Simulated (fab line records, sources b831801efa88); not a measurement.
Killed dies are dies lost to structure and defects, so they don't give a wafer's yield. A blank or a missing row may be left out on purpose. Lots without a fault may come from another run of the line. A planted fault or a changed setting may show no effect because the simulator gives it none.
fab line records | flow sky130
record lots=10 wafers=30 last_day=50
route steps=708 shown METAL1@449 VIA1@472 PAD_OPEN@708
lots that met no fault: from a run of the same line without faults
start_h: hours from the record's first day to the start of the lot's first wafer shown | wait_h: hours since the lot's step before | " the same as in the row above | L1.1+2: a row that stands for several wafers | - no value, or no start given | * or withheld: withheld | < > ~ a bound
route shown NAME@n: a module of which the file shows steps, and the number in the route of the first | usual: mean/standard deviation of fault-free wafers | same: alike in all rows | chamber/n: place in a boat | sites: the reading at each site | _std_site: their standard deviation | _edge_site: outer sites' mean less inner sites' | radius_mm: how far each site lies from the wafer's centre | mask NAME#n: copy n | behind: the tool/chamber that last shaped the wafer | hold: why the lot was held/for how many hours/how that ended | device: the transistor (n, p or np) that didn't switch | end of line: the same wafers' tests at the end of the route | a step without rows: its recipe alone | killed: dies lost to structure and defects at the first sort, not the wafer's yield | map: a wafer's dies, x killed, . not, _ none there
set.NAME: the setting as run; set.NAME@STEP: as run at that earlier step | model.NAME: the simulator's own value behind a step, which no gauge read
steps of the route over a sample of lots; a table a step, a row a wafer
services: from which hour (start_h, from the record's first day; less than 0 if before it) a tool's chamber was out of use, for how many hours, and why
## steps
# step SKY_METAL1_CD_MEAS_15
# recipe target_cd_nm=140
# usual cd_nm=140.4/1.3
# columns lot.wafer tool chamber start_h wait_h cd_nm
L172.1 cd_sem-01 - 779.46 - 141.6
L172.2 " - " " 140.0
L172.5 " - " " 141.3
L173.3 cd_sem-01 - 797.10 - 140.6
L173.5 " - " " 138.9
L173.6 " - " " 139.2
L176.2 cd_sem-02 - 821.12 - 140.6
L176.4 " - " " 142.0
L176.5 " - " " 141.4
L178.2 cd_sem-02 - 835.87 - 141.9
L178.4 " - " " 142.4
L178.6 " - " " 140.2
L181.1 cd_sem-02 - 871.63 - 138.1
L181.3 " - " " 139.6
L181.5 " - " " 140.5
L184.1 cd_sem-02 - 877.05 - 142.7
L184.3 " - " " 142.0
L184.6 " - " " 143.4
L186.2 cd_sem-02 - 895.58 - 140.7
L186.4 " - " " 142.0
L186.5 " - " " 142.1
L189.3 cd_sem-01 - 921.94 - 139.6
L189.4 " - " " 140.1
L189.6 " - " " 141.8
L191.2 cd_sem-02 - 933.07 - 142.1
L191.3 " - " " 140.1
L191.4 " - " " 141.1
L192.2 cd_sem-01 - 934.87 - 141.9
L192.5 " - " " 141.2
L192.6 " - " " 140.8
# step SKY_METAL1_METAL_ETCH_19
# recipe target_depth_a=3600 stop_on=SiO2 over_etch_frac=0.3 time_s=78 chemistry=Cl2/BCl3 resist_sidewall_deg=88 pressure_mtorr=10 icp_w=900 bias_w=48.5 Cl2_flow_sccm=60 bcl3_flow_sccm=30
# usual drypump_motor_current_A=5.7/0.34 oes_product_au=0.856/0.0057 rf_fwd_power_W=894.2/3 throttle_valve_pct=22.264/0.0097
# same over_etch_frac=0.3
# columns lot.wafer tool chamber start_h wait_h drypump_motor_current_A oes_product_au rf_fwd_power_W rf_hours_counter_h throttle_valve_pct
L172.1 rie_metal-04 1 779.71 0.0 5.2 0.850 892.7 2 22.248
L172.2 " 0 " " 6.3 0.849 892.1 1 22.269
L172.5 " 0 " " 6.3 0.857 896.1 - 22.255
L173.3 rie_metal-04 0 797.34 0.1 6.3 0.864 893.6 - 22.265
L173.5 " 0 " " 6.3 0.851 892.3 - 22.261
L173.6 " 1 " " 5.2 0.855 895.0 - 22.260
L176.2 rie_metal-02 0 821.35 0.0 5.3 0.856 896.4 14 22.276
L176.4 " 0 " " 5.4 0.861 894.3 - 22.275
L176.5 " 0 " " 5.4 0.851 890.2 - 22.266
L178.2 rie_metal-02 0 836.10 0.0 5.3 0.861 890.3 15 22.261
L178.4 " 1 " " 5.7 0.848 897.9 - 22.264
L178.6 " 1 " " 5.7 0.859 892.7 - 22.264
L181.1 rie_metal-01 0 871.88 0.0 5.8 0.854 890.0 12 22.249
L181.3 " 1 " " 5.7 0.854 898.4 - 22.274
L181.5 " 0 " " 5.8 0.847 895.1 - 22.262
L184.1 rie_metal-01 1 877.30 0.0 5.7 0.857 894.5 16 22.235
L184.3 " 1 " " 5.7 0.849 892.9 - 22.264
L184.6 " 0 " " 5.8 0.852 888.6 - 22.269
L186.2 rie_metal-02 1 895.81 0.0 5.7 0.860 895.0 13 22.262
L186.4 " 0 " " 5.4 0.846 893.3 - 22.251
L186.5 " 1 " " 5.7 0.862 896.8 - 22.261
L189.3 rie_metal-02 1 922.18 0.1 5.7 0.862 894.4 - 22.285
L189.4 " 0 " " 5.3 0.854 893.6 - 22.269
L189.6 " 0 " " 5.3 0.863 894.6 - 22.254
L191.2 rie_metal-02 1 933.30 0.0 5.7 0.865 893.8 15 22.265
L191.3 " 0 " " 5.4 0.853 892.8 - 22.267
L191.4 " 1 " " 5.7 0.854 890.8 - 22.281
L192.2 rie_metal-02 0 935.10 0.0 5.4 0.850 893.2 2 22.275
L192.5 " 1 " " 5.7 0.862 903.2 - 22.268
L192.6 " 0 " " 5.4 0.853 894.0 - 22.254
# step SKY_VIA1_ETCH_14
# recipe chemistry=N2/H2 target=BARC ion_energy_ev=200 source_w=500 bias_w=100 pressure_mtorr=30 n2_flow_sccm=100 h2_flow_sccm=200 stop_on=SiO2 time_s=45.9 target_depth_a=600
# usual drypump_motor_current_A=5.7/0.44 h2_flow_sccm=200.0/0.61 oes_product_au=0.855/0.0042 rf_fwd_power_W=494.4/2.6 throttle_valve_pct=13.224/0.0089
# columns lot.wafer tool chamber start_h wait_h drypump_motor_current_A h2_flow_sccm oes_product_au rf_fwd_power_W rf_hours_counter_h throttle_valve_pct
L172.1 rie_diel-02 0 807.76 0.0 5.2 200.9 0.860 497.4 16 13.212
L172.2 " 3 " " 6.3 199.8 0.860 496.3 5 13.232
L172.5 " 3 " " 6.3 200.6 0.857 494.9 - 13.219
L173.3 rie_diel-01 2 824.76 0.0 5.2 199.9 0.851 494.1 27 13.233
L173.5 " 0 " " 5.9 200.3 0.863 496.2 - 13.221
L173.6 " 3 " " 5.2 200.5 0.853 498.2 - 13.235
L176.2 rie_diel-02 3 849.04 0.0 6.3 200.2 0.855 496.2 6 13.219
L176.4 " 0 " " 5.2 200.6 0.859 496.1 17 13.238
L176.5 " 1 " " 5.7 200.6 0.854 493.9 - 13.227
L178.2 rie_diel-01 1 863.74 0.0 6.6 201.4 0.858 493.2 7 13.237
L178.4 " 3 " " 5.3 200.1 0.864 495.1 7 13.227
L178.6 " 0 " " 5.9 199.9 0.862 498.4 - 13.240
L181.1 rie_diel-04 2 899.21 0.0 5.6 199.4 0.861 495.7 11 13.227
L181.3 " 1 " " 5.2 199.8 0.855 491.9 8 13.223
L181.5 " 1 " " 5.2 199.5 0.853 492.9 - 13.216
L184.1 rie_diel-04 0 904.40 0.0 6.2 201.4 0.858 492.1 16 13.220
L184.3 " 1 " " 5.2 199.7 0.848 495.1 8 13.223
L184.6 " 2 " " 5.6 198.6 0.856 493.6 - 13.224
L186.2 rie_diel-01 1 922.53 0.0 6.6 201.1 0.857 490.2 9 13.212
L186.4 " 0 " " 6.0 199.0 0.857 576.3 - 13.228
L186.5 " 2 " " 5.2 199.6 0.856 493.0 - 13.222
L189.3 rie_diel-04 1 948.32 0.0 5.2 200.3 0.851 494.6 9 13.226
L189.4 " 0 " " 6.2 201.3 0.855 492.7 18 13.231
L189.6 " 0 " " 6.2 199.9 0.849 490.3 - 13.229
L191.2 rie_diel-02 3 959.17 0.0 6.2 199.5 0.859 495.6 9 13.240
L191.3 " 2 " " 5.5 198.6 0.853 491.7 1 13.234
L191.4 " 0 " " 5.2 200.5 0.855 496.3 20 13.227
L192.2 rie_diel-04 1 960.56 0.0 5.3 200.0 0.860 495.0 10 13.220
L192.5 " 2 " " 5.7 200.8 0.857 494.9 - 13.227
L192.6 " 1 " " 5.3 199.1 0.847 494.9 - 13.222
# step SKY_VIA1_STRIP_16
# recipe chemistry=O2/N2 power_w=1400 pressure_mtorr=1500 platen_temp_c=withheld o2_flow_sccm=3000 n2_flow_sccm=300 overash_fraction=0.5
# usual drypump_motor_current_A=5.9/0.48 o2_flow_sccm=2998/8.2 oes_product_au=0.415/0.0045 strip_time_to_endpoint_s=4.451/0.021
# same overash_fraction=0.5
# columns lot.wafer tool chamber start_h wait_h drypump_motor_current_A o2_flow_sccm oes_product_au rf_hours_counter_h strip_time_to_endpoint_s
L172.1 plasma_asher-02 1 807.85 0.0 6.0 3005 0.410 98 4.455
L172.2 " 0 " " 6.3 3008 0.411 98 4.447
L172.5 " 1 " " 6.0 3011 0.410 - 4.466
L173.3 plasma_asher-01 1 824.88 0.1 4.8 2983 0.410 - 4.413
L173.5 " 1 " " 4.8 2995 0.417 - 4.444
L173.6 " 0 " " 5.7 3007 0.418 - 4.411
L176.2 plasma_asher-01 0 849.12 0.0 5.7 2996 0.411 68 4.430
L176.4 " 1 " " 4.8 2999 0.416 - 4.457
L176.5 " 0 " " 5.7 2994 0.411 - 4.430
L178.2 plasma_asher-02 0 863.82 0.0 6.3 2994 0.419 104 4.465
L178.4 " 1 " " 6.0 2987 0.412 - 4.455
L178.6 " 0 " " 6.3 3000 0.417 - 4.473
L181.1 plasma_asher-03 1 899.29 0.0 6.0 2987 0.418 14 4.441
L181.3 " 0 " " 6.1 3003 0.428 - 4.461
L181.5 " 1 " " 6.0 2993 0.415 - 4.441
L184.1 plasma_asher-03 0 904.49 0.0 6.1 2995 0.426 14 4.458
L184.3 " 0 " " 6.1 3004 0.418 - 4.471
L184.6 " 0 " " 6.1 2998 0.418 - 4.482
L186.2 plasma_asher-01 0 922.62 0.0 5.7 3005 0.417 75 4.444
L186.4 " 1 " " 4.8 3004 0.412 - 4.362
L186.5 " 1 " " 4.8 2996 0.410 - 4.423
L189.3 plasma_asher-03 0 948.44 0.1 6.1 2996 0.412 - 4.409
L189.4 " 1 " " 6.0 3002 0.412 - 4.396
L189.6 " 1 " " 6.0 2994 0.410 - 4.389
L191.2 plasma_asher-03 0 959.25 0.0 6.1 2987 0.417 20 4.479
L191.3 " 0 " " 6.1 2987 0.418 - 4.421
L191.4 " 1 " " 6.0 2994 0.412 - 4.442
L192.2 plasma_asher-01 1 960.65 0.0 4.8 3009 0.416 79 4.451
L192.5 " 1 " " 4.8 3018 0.415 - 4.469
L192.6 " 0 " " 5.7 3006 0.412 - 4.469
# step SKY_VIA1_SPUTTER_20
# recipe material=TiN target_thk_nm=20 chamber_pressure_pa=5 power_w=4000 time_s=80
# usual throttle_valve_pct=30.2/0.97
# columns lot.wafer tool chamber start_h wait_h throttle_valve_pct
L172.1 pvd_sputter-03 - 809.03 0.0 30.9
L172.2 " - " " 30.4
L172.5 " - " " 30.1
L173.3 pvd_sputter-04 - 825.47 0.0 30.4
L173.5 " - " " 30.9
L173.6 " - " " 30.3
L176.2 pvd_sputter-04 - 849.73 0.0 30.5
L176.4 " - " " 31.3
L176.5 " - " " 30.5
L178.2 pvd_sputter-01 - 864.43 0.0 31.1
L178.4 " - " " 30.9
L178.6 " - " " 31.0
L181.1 pvd_sputter-04 - 899.89 0.0 28.7
L181.3 " - " " 31.3
L181.5 " - " " 30.9
L184.1 pvd_sputter-04 - 905.12 0.0 28.3
L184.3 " - " " 31.6
L184.6 " - " " 31.0
L186.2 pvd_sputter-01 - 923.21 0.0 30.9
L186.4 " - " " 28.9
L186.5 " - " " 29.1
L189.3 pvd_sputter-04 - 949.00 0.0 28.3
L189.4 " - " " 30.5
L189.6 " - " " 31.0
L191.2 pvd_sputter-01 - 959.86 0.0 30.9
L191.3 " - " " 28.9
L191.4 " - " " 29.9
L192.2 pvd_sputter-03 - 961.28 0.0 31.1
L192.5 " - " " 30.6
L192.6 " - " " 30.0
# step SKY_PAD_OPEN_PROBE_99
# usual defect_limited_yield=82.3/1.9 killed_at_M0_to_M3=43/6.7 killed_at_M4_up=3.2/1.8 killed_at_contacts=25/5.2 killed_at_front_end=15/4.4 killed_at_other=0.2/0.4 killed_dies=87/9.3 killed_open=48/7.1 killed_short=39/6 sort_bin_3_pad_short=0.9/0.41 sort_bin_5_function=10.5/1.4 sort_bin_6_memory=6.3/1.1 sort_n_pass=405/9.3 sort_yield_pct=82.3/1.9
# same gross_dies=492 killed_at_back_side=0 sort_bin_4_leakage[%]=0 sort_bin_8_speed[%]=0
# columns lot.wafer tool chamber start_h wait_h defect_limited_yield[%] killed_at_M0_to_M3 killed_at_M4_up killed_at_contacts killed_at_front_end killed_at_other killed_dies killed_open killed_short sort_bin_3_pad_short[%] sort_bin_5_function[%] sort_bin_6_memory[%] sort_n_pass sort_yield_pct[%]
L172.1 prober-02 - 1086.82 0.1 81.3 46 3 29 12 2 92 60 32 1.2 10.6 6.9 400 81.3
L172.2 prober-02 - 1086.87 0.1 80.7 48 6 23 18 0 95 51 44 0.6 12.4 6.3 397 80.7
L172.5 prober-02 - 1087.02 0.2 79.7 52 5 28 15 0 100 61 39 0.8 13.2 6.3 392 79.7
L173.3 prober-01 - 1101.26 0.2 82.5 43 5 22 16 0 86 47 39 0.4 10.2 6.9 406 82.5
L173.5 prober-01 - 1101.36 0.2 83.1 48 2 23 10 0 83 45 38 0.4 10.8 5.7 409 83.1
L173.6 prober-01 - 1101.41 0.2 80.9 50 3 20 20 1 94 47 47 1.0 10.6 7.5 398 80.9
L176.2 prober-01 - 1120.23 0.1 80.7 55 6 24 10 0 95 45 50 0.4 12.2 6.7 397 80.7
L176.4 prober-01 - 1120.33 0.2 82.7 44 3 21 17 0 85 35 50 1.0 8.7 7.5 407 82.7
L176.5 prober-01 - 1120.38 0.2 83.9 36 3 23 17 0 79 40 39 1.0 8.9 6.1 413 83.9
L178.2 prober-02 - 1142.08 0.1 80.1 48 5 26 19 0 98 61 37 1.2 12.6 6.1 394 80.1
L178.4 prober-02 - 1142.18 0.2 80.9 46 2 29 17 0 94 51 43 1.2 12.8 5.1 398 80.9
L178.6 prober-02 - 1142.28 0.2 80.3 46 2 26 22 1 97 53 44 0.4 11.4 7.9 395 80.3
L181.1 prober-02 - 1155.36 0.1 86.6 31 1 20 14 0 66 38 28 0.8 8.5 4.1 426 86.6
L181.3 prober-02 - 1155.46 0.2 82.1 40 4 30 14 0 88 49 39 1.0 11.2 5.7 404 82.1
L181.5 prober-02 - 1155.56 0.2 81.7 48 3 28 11 0 90 50 40 1.2 10.4 6.7 402 81.7
L184.1 prober-02 - 1161.67 0.1 85.8 34 3 16 17 0 70 39 31 0.8 10.6 2.8 422 85.8
L184.3 prober-02 - 1161.77 0.2 85.4 37 3 22 10 0 72 41 31 0.2 9.3 5.1 420 85.4
L184.6 prober-02 - 1161.92 0.2 85.4 41 3 15 13 0 72 36 36 0.6 8.7 5.3 420 85.4
L186.2 prober-02 - 1176.78 0.1 83.3 33 3 29 17 0 82 51 31 0.6 10.8 5.3 410 83.3
L186.4 prober-02 - 1176.88 0.2 82.5 41 3 26 16 0 86 52 34 1.2 10.6 5.7 406 82.5
L186.5 prober-02 - 1176.93 0.2 82.7 30 4 29 21 1 85 41 44 1.8 9.3 6.1 407 82.7
L189.3 prober-01 - 1188.82 0.2 84.1 41 1 29 7 0 78 46 32 1.0 9.1 5.7 414 84.1
L189.4 prober-01 - 1188.87 0.2 81.5 45 1 31 13 1 91 48 43 1.2 10.4 6.9 401 81.5
L189.6 prober-01 - 1188.97 0.2 81.5 44 1 25 21 0 91 58 33 0.2 10.6 7.7 401 81.5
L191.2 prober-01 - 1199.97 0.1 80.9 46 1 32 15 0 94 61 33 0.6 11.6 6.9 398 80.9
L191.3 prober-01 - 1200.02 0.2 81.1 39 4 38 12 0 93 51 42 1.4 11.8 5.7 399 81.1
L191.4 prober-01 - 1200.07 0.2 85.4 40 2 18 12 0 72 39 33 1.0 8.9 4.7 420 85.4
L192.2 prober-02 - 1201.47 0.1 80.1 56 1 28 13 0 98 59 39 0.8 12.2 6.9 394 80.1
L192.5 prober-02 - 1201.62 0.2 82.5 44 3 24 15 0 86 46 40 0.8 10.6 6.1 406 82.5
L192.6 prober-02 - 1201.67 0.2 81.9 41 1 29 18 0 89 52 37 0.4 10.2 7.5 403 81.9
# killed by level:class
L172.1 VIA1:geometric_particle:open=16 CONTACT:geometric_particle:open=16 METAL2:geometric_particle:short=8 LI_CONTACT:geometric_particle:open=7 VIA3:geometric_particle:open=5 VIA2:geometric_particle:short=4 FIELD_ISO:geometric_particle:short=3 FIELD_ISO:geometric_particle:open=3
L172.2 VIA1:geometric_particle:open=14 LI_CONTACT:geometric_particle:open=8 CONTACT:geometric_particle:short=7 FIELD_ISO:geometric_particle:open=6 METAL1:geometric_particle:short=6 METAL2:geometric_particle:short=5 VIA3:geometric_particle:short=5 METAL4:geometric_particle:short=5
L172.5 VIA1:geometric_particle:open=13 LI_CONTACT:geometric_particle:open=10 METAL1:geometric_particle:short=10 VIA2:geometric_particle:open=9 CONTACT:geometric_particle:open=8 VIA3:geometric_particle:open=5 FIELD_ISO:geometric_particle:open=4 LI_CONTACT:geometric_particle:short=4
L173.3 VIA3:geometric_particle:open=9 VIA1:geometric_particle:open=9 CONTACT:geometric_particle:open=7 LOCAL_INTERCONNECT:geometric_particle:short=6 POLY_GATE:geometric_particle:short=5 LI_CONTACT:geometric_particle:open=5 METAL4:geometric_particle:short=5 VIA2:geometric_particle:short=5
L173.5 VIA1:geometric_particle:open=12 CONTACT:geometric_particle:open=7 VIA1:geometric_particle:short=7 VIA3:geometric_particle:open=7 VIA2:geometric_particle:open=6 LOCAL_INTERCONNECT:geometric_particle:short=5 CONTACT:geometric_particle:short=5 METAL2:geometric_particle:short=4
L173.6 VIA1:geometric_particle:open=10 VIA1:geometric_particle:short=8 VIA3:geometric_particle:open=8 POLY_GATE:geometric_particle:short=7 LI_CONTACT:geometric_particle:open=7 CONTACT:geometric_particle:open=6 METAL2:geometric_particle:short=5 POLY_GATE:geometric_particle:open=5
L176.2 VIA1:geometric_particle:open=11 VIA2:geometric_particle:open=9 VIA3:geometric_particle:short=7 METAL3:geometric_particle:short=7 LI_CONTACT:geometric_particle:open=6 CONTACT:geometric_particle:short=6 VIA3:geometric_particle:open=6 CONTACT:geometric_particle:open=5
L176.4 METAL2:geometric_particle:short=9 FIELD_ISO:geometric_particle:open=7 LI_CONTACT:geometric_particle:open=7 VIA1:geometric_particle:short=7 VIA2:geometric_particle:short=6 LOCAL_INTERCONNECT:geometric_particle:short=5 METAL1:geometric_particle:short=5 VIA1:geometric_particle:open=5
L176.5 CONTACT:geometric_particle:open=9 VIA3:geometric_particle:open=6 LOCAL_INTERCONNECT:geometric_particle:short=5 VIA2:geometric_particle:open=5 VIA2:geometric_particle:short=5 FIELD_ISO:geometric_particle:open=4 VIA1:geometric_particle:short=4 SPACER:geometric_particle:open=4
L178.2 VIA1:geometric_particle:open=13 LI_CONTACT:geometric_particle:open=11 METAL1:geometric_particle:short=11 CONTACT:geometric_particle:open=8 VIA3:geometric_particle:open=6 POLY_GATE:geometric_particle:short=5 VIA2:geometric_particle:open=5 POLY_GATE:geometric_particle:open=4
L178.4 VIA1:geometric_particle:open=14 CONTACT:geometric_particle:short=11 CONTACT:geometric_particle:open=11 VIA1:geometric_particle:short=5 VIA3:geometric_particle:short=5 VIA3:geometric_particle:open=5 POLY_GATE:geometric_particle:open=4 LI_CONTACT:geometric_particle:open=4
L178.6 VIA1:geometric_particle:open=14 CONTACT:geometric_particle:open=11 VIA1:geometric_particle:short=7 METAL1:geometric_particle:short=7 VIA3:geometric_particle:open=7 POLY_GATE:geometric_particle:open=6 POLY_GATE:geometric_particle:short=6 LOCAL_INTERCONNECT:geometric_particle:short=6
L181.1 CONTACT:geometric_particle:open=9 VIA1:geometric_particle:open=7 METAL2:geometric_particle:short=7 POLY_GATE:geometric_particle:open=6 LOCAL_INTERCONNECT:geometric_particle:short=5 VIA3:geometric_particle:open=5 VIA1:geometric_particle:short=4 FIELD_ISO:geometric_particle:open=3
L181.3 CONTACT:geometric_particle:open=11 VIA1:geometric_particle:open=11 LI_CONTACT:geometric_particle:open=8 VIA1:geometric_particle:short=5 METAL2:geometric_particle:short=5 FIELD_ISO:geometric_particle:open=4 METAL1:geometric_particle:short=4 LI_CONTACT:geometric_particle:short=4
L181.5 VIA1:geometric_particle:open=19 CONTACT:geometric_particle:open=10 LI_CONTACT:geometric_particle:open=7 CONTACT:geometric_particle:short=7 VIA1:geometric_particle:short=6 VIA2:geometric_particle:short=5 VIA3:geometric_particle:open=5 METAL2:geometric_particle:short=4
L184.1 CONTACT:geometric_particle:open=6 VIA1:geometric_particle:open=6 VIA3:geometric_particle:open=6 FIELD_ISO:geometric_particle:open=5 VIA2:geometric_particle:open=5 METAL2:geometric_particle:short=5 SPACER:geometric_particle:short=3 CONTACT:geometric_particle:short=3
L184.3 VIA1:geometric_particle:open=12 CONTACT:geometric_particle:open=6 VIA2:geometric_particle:open=5 LI_CONTACT:geometric_particle:open=5 METAL2:geometric_particle:short=5 VIA3:geometric_particle:open=5 LOCAL_INTERCONNECT:geometric_particle:short=4 CONTACT:geometric_particle:short=4
L184.6 CONTACT:geometric_particle:open=8 VIA2:geometric_particle:open=6 VIA1:geometric_particle:short=6 METAL2:geometric_particle:short=6 VIA1:geometric_particle:open=5 VIA3:geometric_particle:open=5 FIELD_ISO:geometric_particle:short=4 POLY_GATE:geometric_particle:short=4
L186.2 LI_CONTACT:geometric_particle:open=12 VIA3:geometric_particle:open=9 VIA1:geometric_particle:open=9 CONTACT:geometric_particle:open=7 CONTACT:geometric_particle:short=6 FIELD_ISO:geometric_particle:short=5 VIA2:geometric_particle:open=4 POLY_GATE:geometric_particle:open=3
L186.4 VIA1:geometric_particle:open=10 VIA2:geometric_particle:open=10 CONTACT:geometric_particle:open=9 CONTACT:geometric_particle:short=8 FIELD_ISO:geometric_particle:open=6 METAL1:geometric_particle:short=6 LI_CONTACT:geometric_particle:open=5 POLY_GATE:geometric_particle:short=4
L186.5 FIELD_ISO:geometric_particle:open=8 CONTACT:geometric_particle:short=8 LI_CONTACT:geometric_particle:open=7 CONTACT:geometric_particle:open=7 VIA1:geometric_particle:open=6 LOCAL_INTERCONNECT:geometric_particle:short=5 VIA3:geometric_particle:open=4 VIA3:geometric_particle:short=4
L189.3 CONTACT:geometric_particle:open=10 VIA1:geometric_particle:open=10 VIA3:geometric_particle:open=9 CONTACT:geometric_particle:short=9 LI_CONTACT:geometric_particle:open=8 METAL1:geometric_particle:short=6 FIELD_ISO:geometric_particle:short=5 VIA2:geometric_particle:open=5
L189.4 CONTACT:geometric_particle:open=13 METAL1:geometric_particle:short=8 VIA2:geometric_particle:open=7 FIELD_ISO:geometric_particle:open=6 LI_CONTACT:geometric_particle:open=6 VIA1:geometric_particle:open=6 METAL3:geometric_particle:short=6 LOCAL_INTERCONNECT:geometric_particle:short=5
L189.6 CONTACT:geometric_particle:open=12 VIA1:geometric_particle:open=12 POLY_GATE:geometric_particle:open=6 VIA3:geometric_particle:open=6 LI_CONTACT:geometric_particle:open=5 VIA2:geometric_particle:open=5 FIELD_ISO:geometric_particle:open=4 CONTACT:geometric_particle:short=4
L191.2 LI_CONTACT:geometric_particle:open=13 VIA1:geometric_particle:open=12 CONTACT:geometric_particle:open=8 VIA2:geometric_particle:open=6 VIA3:geometric_particle:open=6 FIELD_ISO:geometric_particle:open=5 CONTACT:geometric_particle:short=5 VIA1:geometric_particle:short=5
L191.3 LI_CONTACT:geometric_particle:open=11 VIA1:geometric_particle:open=10 LOCAL_INTERCONNECT:geometric_particle:short=8 CONTACT:geometric_particle:open=8 VIA2:geometric_particle:open=8 VIA3:geometric_particle:open=8 CONTACT:geometric_particle:short=7 METAL1:geometric_particle:short=6
L191.4 VIA1:geometric_particle:open=10 CONTACT:geometric_particle:open=8 VIA1:geometric_particle:short=7 POLY_GATE:geometric_particle:open=5 METAL1:geometric_particle:short=5 VIA2:geometric_particle:open=5 SPACER:geometric_particle:short=4 LI_CONTACT:geometric_particle:open=4
L192.2 VIA1:geometric_particle:open=15 LI_CONTACT:geometric_particle:open=9 CONTACT:geometric_particle:open=9 METAL2:geometric_particle:short=9 VIA2:geometric_particle:open=8 METAL1:geometric_particle:short=6 LI_CONTACT:geometric_particle:short=5 VIA1:geometric_particle:short=5
L192.5 VIA2:geometric_particle:open=9 METAL1:geometric_particle:short=7 FIELD_ISO:geometric_particle:short=6 LI_CONTACT:geometric_particle:open=6 VIA1:geometric_particle:open=6 CONTACT:geometric_particle:open=5 LOCAL_INTERCONNECT:geometric_particle:short=5 VIA3:geometric_particle:open=5
L192.6 CONTACT:geometric_particle:open=14 METAL1:geometric_particle:short=10 VIA2:geometric_particle:open=7 METAL2:geometric_particle:short=6 POLY_GATE:geometric_particle:open=6 VIA1:geometric_particle:open=6 LOCAL_INTERCONNECT:geometric_particle:short=4 LI_CONTACT:geometric_particle:short=4
## services
# columns tool chamber start_h hours kind
rie_diel-02 1 761.09 4.0 repair
rie_metal-02 - 761.83 0.4 repair
plasma_asher-03 - 762.65 24.4 repair
rie_diel-01 3 765.04 1.8 repair
rie_diel-02 - 765.74 0.1 repair
rie_diel-02 - 772.53 2.8 pm
rie_metal-02 - 781.90 2.6 repair
rie_diel-01 - 815.54 2.8 pm
rie_metal-04 - 833.93 28.1 pm
rie_diel-01 1 834.06 6.3 repair
rie_diel-01 3 836.73 3.3 repair
pvd_sputter-04 - 839.25 4.5 repair
rie_diel-04 - 853.38 4.8 repair
plasma_asher-02 - 865.10 2.8 pm
rie_diel-01 3 866.00 132.0 repair
rie_diel-04 0 866.96 2.2 repair
rie_diel-02 2 874.72 2.7 repair
pvd_sputter-01 - 883.18 0.5 repair
rie_metal-02 1 885.34 4.2 repair
rie_diel-02 2 888.33 3.0 repair
rie_diel-02 1 942.62 13.6 repair
pvd_sputter-01 - 943.94 2.7 repair
rie_diel-04 2 948.52 5.1 repair
rie_diel-04 2 960.83 3.8 repair
## key
first_sign step=SKY_VIA1_ETCH_14 reading=rf_fwd_power_W direction=up sigmas=32 usual=494.4 struck=576.3
effect step=SKY_VIA1_STRIP_16 reading=strip_time_to_endpoint_s direction=down sigmas=4.2 usual=* struck=*
met_at SKY_VIA1_ETCH_14
struck_lots L186
struck_wafers L186.4
not_acting_at SKY_METAL1_CD_MEAS_15,SKY_METAL1_METAL_ETCH_19,SKY_VIA1_SPUTTER_20
onset_between 863.74 922.53
fault kind=process_parameter_drift tool=rie_diel-01 chamber=0 onset_h=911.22 steps=SKY_VIA1_ETCH_14 channel=source_w offset=80 shape=step end_h=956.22 acts_in=these_recipes_only stated=500
